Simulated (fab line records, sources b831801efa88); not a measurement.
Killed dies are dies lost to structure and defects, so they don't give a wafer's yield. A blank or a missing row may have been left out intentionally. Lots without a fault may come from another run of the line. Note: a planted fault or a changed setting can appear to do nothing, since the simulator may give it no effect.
Code-filled problem report in 8D (eight disciplines) form || flow gf180mcu || the parts of the form that need people (team, actions taken, sign-off) are left out

== 1. THE ISSUE ==
cd-nm at GF_V5_CD_MEAS_14 reads a mean of 253.8 nm on 1 wafer of 1 lot; wafers without a fault read 259.6 nm with a standard deviation of 1.2. Relative to the usual mean, that is a shift of -4.8 standard deviations.
The step: target cd 260 nm.
First observed at day 32 01:04: wafer L962.6, on cd-sem-02. Wafers with a number at this step in the record: 37, from 13 lots. By rule, "out" or "out of limits" means more than 4 standard deviations away from the usual mean. The other wafers with a number count as sound.

== 2. WHAT IT IS, WHAT IT ISN'T ==
{"question": "which readings at this step", "is": "cd-nm", "is not": "-"}
{"question": "which lots", "is": "L962", "is not": "L948, L949, L950, L952, L955, L956, L957, L958, L959, L960, L963, L971"}
{"question": "which wafers of those lots", "is": "all that have a number", "is not": "-"}
{"question": "read on which gauges", "is": "cd-sem-02", "is not": "cd-sem-01"}
{"question": "when", "is": "from day 32 01:04", "is not": "up to then (30 sound wafers); but 6 sound wafers of L963, L971 came after"}

== 3. THE SUSPECTS, EACH WITH WHAT RULES IT OUT ==
Counting: any tool at a process step up to the reading is kept as a suspect provided that every lot that is out went through it and no sound lot did after the first of them.
- ruled out: the gauge at GF_V5_CD_MEAS_14. All the wafers that are out were read on cd-sem-02, but those of them that GF_V5_EXPOSE_11 has rows for are out there too, on other tools.
- rie-diel-04 at GF_M5_ETCH_09 (etches Si3N4 in CF4/O2, target depth 52 nm, time 11.6 s): kept. It ran the lot that is out, L962 (day 31 05:48), and no sound lot after that; its last sound lot up to then is L960 (day 30 17:47).
- cmp-02 at GF_V5_CMP_04 (polishes SiO2): ruled out as a lasting fault. Sound lots L963, L971 ran on it after its first lot that is out, L962 (day 31 07:05).
- krf-scanner-02 at GF_V5_EXPOSE_11 (exposes mask Via5, target cd 260 nm): kept. It ran the lot that is out, L962 (day 31 16:34), and no sound lot after that; its last sound lot up to then is L959 (day 30 17:47). On those wafers its own readings are out: exposure-dose-mJ-cm2.
After counting, rie-diel-04 at GF_M5_ETCH_09 and krf-scanner-02 at GF_V5_EXPOSE_11 remain.

== 4. THE CAUSE (what the simulator had put in) ==
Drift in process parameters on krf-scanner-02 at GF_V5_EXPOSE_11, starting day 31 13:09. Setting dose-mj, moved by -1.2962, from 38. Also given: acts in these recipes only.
Counting left 2 suspects, and this tool is among them.

== 5. THE CHAIN OF EFFECTS, in route order ==
Each row: a reading where the mean over the struck wafers with a number is more than 3 standard deviations away from the usual. Scope: only readings with a usual standard deviation given in the record; hours: median across lots of the time from each lot's start at the first step in this table that gives one to its start at this step; sigmas: change in usual standard deviations.
{"hours": 0, "step": "GF_V5_EXPOSE_11", "reading": "exposure-dose-mJ-cm2", "usual": 38.14, "on struck wafers": 37.08, "change": -1.06, "sigmas": -4.1}
{"hours": 8, "step": "GF_V5_CD_MEAS_14", "reading": "cd-nm", "usual": "259.6 nm", "on struck wafers": 253.8, "change": -5.8, "sigmas": -4.8}
The process steps in it:
- GF_V5_EXPOSE_11: exposes mask Via5, target cd 260 nm.

== 6. HOW IT WOULD HAVE BEEN CAUGHT EARLIER ==
12 hours passed between the start of the fault at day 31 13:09 and the first reading out of limits at a measuring or inspecting step in this record, taken at day 32 01:04.
At GF_V5_EXPOSE_11, the tool's own readings (exposure-dose-mJ-cm2) were out on each struck wafer the step has a row for, so an alarm limit on them would have fired on the first such wafer.
All the lots that are out (1) had begun GF_V5_EXPOSE_11 on krf-scanner-02 by day 32 01:04. Had the tool been put on hold then, not one of them would have been saved.
